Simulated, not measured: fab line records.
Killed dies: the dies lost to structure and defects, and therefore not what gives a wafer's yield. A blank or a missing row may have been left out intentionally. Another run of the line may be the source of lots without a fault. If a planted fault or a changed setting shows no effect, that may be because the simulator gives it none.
2 desks, one fault + flow gf180mcu + numbers are kept per desk, each desk with only its own; the story behind them comes last

FOR THE TOOL OWNER'S DESK: pvdSputter-02
The tool's own readings at GF_M1_SPUTTER_00 (material Ti, target thk 37.5 nm, time 150 s): means of the sampled wafers that have a number, for each lot that ran on this tool. Any lot whose mean is over 4 standard deviations away from the usual mean is out of limits and marked OUT; that distance is given in the brackets.
Columns: A = substrateTempC at GF_M1_SPUTTER_00, usual 200.03 C; B = throttleValvePct at GF_M1_SPUTTER_00, usual 29.9 %
| lot  | first seen here | A      | B    |
|------|-----------------|--------|------|
| L970 | day 16 17:31    | 199.87 | 30.8 |
| L976 | day 18 23:21    | 199.94 | 30.1 |
| L977 | day 19 07:58    | 200.08 | 31.3 |
| L979 | day 20 07:46    | 200.10 | 30.5 |
| L980 | day 20 12:06    | 199.94 | 31.2 |
| L991 | day 24 05:40    | 200.03 | 31.1 |
This desk's verdict: no lot among the 6 shows anything out of limits.

AT THE METROLOGY DESK
What the gauges read, lot by lot, whatever tool the lot ran on: means of the sampled wafers that have a number. Any lot whose mean is over 4 standard deviations away from the usual mean is out of limits and marked OUT; that distance is given in the brackets.
Columns: A = V1_BOW at GF_V1_BOW_MEAS_05, usual 83 um
| lot  | first seen here | A  |
|------|-----------------|----|
| L969 | day 17 10:19    | 88 |
| L970 | day 17 18:29    | 88 |
| L972 | day 18 13:58    | 85 |
| L974 | day 19 09:40    | 75 |
| L976 | day 20 01:40    | 85 |
| L977 | day 20 09:46    | 78 |
| L979 | day 21 09:18    | 88 |
| L980 | day 21 13:28    | 73 |
| L989 | day 24 17:55    | 76 |
| L988 | day 24 20:02    | 90 |
| L991 | day 25 05:16    | 81 |
This desk's verdict: no lot among the 11 shows anything out of limits.

BROUGHT TOGETHER
The desk of the tool owner found nothing out of limits.
From the metrology desk's view, nothing was out of limits.

WHAT THE SIMULATOR HAD PUT IN
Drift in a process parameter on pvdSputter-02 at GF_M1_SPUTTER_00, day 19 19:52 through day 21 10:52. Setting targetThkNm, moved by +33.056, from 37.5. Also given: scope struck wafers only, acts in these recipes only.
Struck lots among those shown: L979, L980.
